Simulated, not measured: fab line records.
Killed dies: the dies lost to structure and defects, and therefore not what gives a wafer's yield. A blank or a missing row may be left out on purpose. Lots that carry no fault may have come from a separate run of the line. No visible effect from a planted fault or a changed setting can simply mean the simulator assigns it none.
The tool behind it: which one?	flow gf180mcu	Sampling: 12 lots, 36 wafers, 3 of 602 route steps

== WHAT EACH GAUGE READ, for each wafer ==
GF_TOP_METAL_OVL_MEAS_15. Usual: TOP_METAL_OVL -0.5 nm, standard deviation 1.6.
lot	measured	on	TOP_METAL_OVL (nm)	flag
L491	day 28 15:17	overlay-02	-2.1 -1.9 -0.3	
L492	day 28 16:11	overlay-02	-1.7 -2.2 -2.0	
L494	day 29 06:48	overlay-02	0.7 0.9 -0.4	
L495	day 29 19:32	overlay-01	-0.2 -1.9 -1.5	
L496	day 30 02:01	overlay-02	-0.3 0.2 -0.6	
L497	day 30 15:54	overlay-02	2.2 0.3 1.7	
L502	day 31 19:21	overlay-02	0.1 1.1 -0.3	
L507	day 32 20:31	overlay-02	-1.4 -2.1 -2.3	
L508	day 33 00:36	overlay-01	-0.3 0.2 0.8	
L511	day 33 18:58	overlay-02	-2.4 -2.0 -1.7	
L512	day 33 23:21	overlay-01	-3.5 -1.8 -3.6	
L513	day 34 06:25	overlay-01	1.7 2.3 2.1	

== EACH LOT AND THE TOOL THAT RAN IT (in order: tool; ch and the chambers of the sampled wafers; start) ==
lot	GF_HV_LDD_ETCHBACK_58	GF_V5_SPUTTER_21
L491	rieDiel-01 ch 0,2,3, day 13 00:04	pvdSputter-02, day 27 18:38
L492	rieDiel-02 ch 1,2, day 13 02:37	pvdSputter-04, day 27 19:07
L494	rieDiel-01 ch 0,1,3, day 13 18:38	pvdSputter-04, day 28 10:47
L495	rieDiel-01 ch 0,1,3, day 14 05:56	pvdSputter-01, day 28 23:08
L496	rieDiel-01 ch 0,1,3, day 14 16:46	pvdSputter-04, day 29 06:50
L497	rieDiel-01 ch 0,1,2, day 15 06:57	pvdSputter-04, day 29 20:53
L502	rieDiel-01 ch 0,2, day 16 11:50	pvdSputter-04, day 31 01:15
L507	rieDiel-02 ch 0,2,3, day 18 03:31	pvdSputter-04, day 32 02:38
L508	rieDiel-04 ch 0,2,3, day 18 09:49	pvdSputter-02, day 32 07:08
L511	rieDiel-04 ch 0,2,3, day 19 11:11	pvdSputter-02, day 33 02:27
L512	rieDiel-01 ch 0,3, day 19 21:05	pvdSputter-02, day 33 07:19
L513	rieDiel-04 ch 0,1,2, day 20 06:19	pvdSputter-02, day 33 14:18
- GF_HV_LDD_ETCHBACK_58: etches Si3N4 in CH3F/O2, stops on SiO2, time 100 s, target depth 90 nm.
- GF_V5_SPUTTER_21: material Ti, target thk 15 nm, time 80.02 s.

== WHAT THE TOOLS THEMSELVES READ (means of the sampled wafers that have a number; where no wafer has one, the mark that the record gives instead) ==
GF_HV_LDD_ETCHBACK_58. Usual: O2_flow_sccm 30.00 sccm, standard deviation 0.093; biasW 79.94 W, standard deviation 0.25; ch3fFlowSccm 40.00 sccm, standard deviation 0.12; drypumpMotorCurrentA 5.9 A, standard deviation 0.31; oesProductAu 0.842 a.u., standard deviation 0.0064; rfFwdPowerW 397.4 W, standard deviation 1.5; throttleValvePct 10.561 %, standard deviation 0.0089.
lot	tool	O2_flow_sccm (sccm)	biasW (W)	ch3fFlowSccm (sccm)	drypumpMotorCurrentA (A)	oesProductAu (a.u.)	rfFwdPowerW (W)	throttleValvePct (%)	flag
L491	rieDiel-01	29.99	79.87	39.96	6.1	0.838	398.4	10.558	
L492	rieDiel-02	30.03	79.75	40.14	6.0	0.839	396.6	10.551	
L494	rieDiel-01	30.06	80.02	40.02	5.9	0.845	399.1	10.563	
L495	rieDiel-01	29.96	80.21	39.92	5.9	0.842	398.0	10.561	
L496	rieDiel-01	30.03	79.85	39.92	5.9	0.843	397.1	10.563	
L497	rieDiel-01	30.00	79.94	39.91	6.0	0.841	398.0	10.559	
L502	rieDiel-01	30.02	79.57	40.04	6.2	0.840	396.8	10.558	
L507	rieDiel-02	29.99	79.87	40.02	6.0	0.836	396.2	10.564	
L508	rieDiel-04	30.00	79.88	40.06	5.8	0.836	397.4	10.554	
L511	rieDiel-04	30.13	80.08	40.09	5.8	0.845	397.6	10.567	
L512	rieDiel-01	29.98	79.94	40.03	6.1	0.836	396.9	10.568	
L513	rieDiel-04	29.97	80.12	39.86	5.7	0.849	397.0	10.565	

GF_V5_SPUTTER_21. Usual: chamberPressurePa 5.001 Pa, standard deviation 0.011; throttleValvePct 30.2 %, standard deviation 1.1.
lot	tool	chamberPressurePa (Pa)	throttleValvePct (%)	flag
L491	pvdSputter-02	5.009	30.5	
L492	pvdSputter-04	4.997	29.3	
L494	pvdSputter-04	5.004	30.0	
L495	pvdSputter-01	4.998	30.1	
L496	pvdSputter-04	5.009	31.2	
L497	pvdSputter-04	4.990	29.1	
L502	pvdSputter-04	4.997	29.4	
L507	pvdSputter-04	4.991	30.0	
L508	pvdSputter-02	4.998	31.2	
L511	pvdSputter-02	5.004	31.2	
L512	pvdSputter-02	5.013	31.8	
L513	pvdSputter-02	5.004	30.3	

== THE ANSWER, worked out from the rows above alone ==
Rule: lot off if the mean of its wafers having a number is beyond 3 standard deviations from the usual mean. Also off: a lot with no number at a reading for which 4 or more lots have one. Where the step has rows for the other lots, those lots are counted as sound. First the gauges in route order, then the tools' own readings, where a lot's mean is used as printed above. At the first step where some lot is off, the reading lying furthest off is the one used; lots without a number count as furthest.
Across all readings shown, no lot is off: no conclusion can be drawn from this.

== WHAT THE SIMULATOR PUT IN ==
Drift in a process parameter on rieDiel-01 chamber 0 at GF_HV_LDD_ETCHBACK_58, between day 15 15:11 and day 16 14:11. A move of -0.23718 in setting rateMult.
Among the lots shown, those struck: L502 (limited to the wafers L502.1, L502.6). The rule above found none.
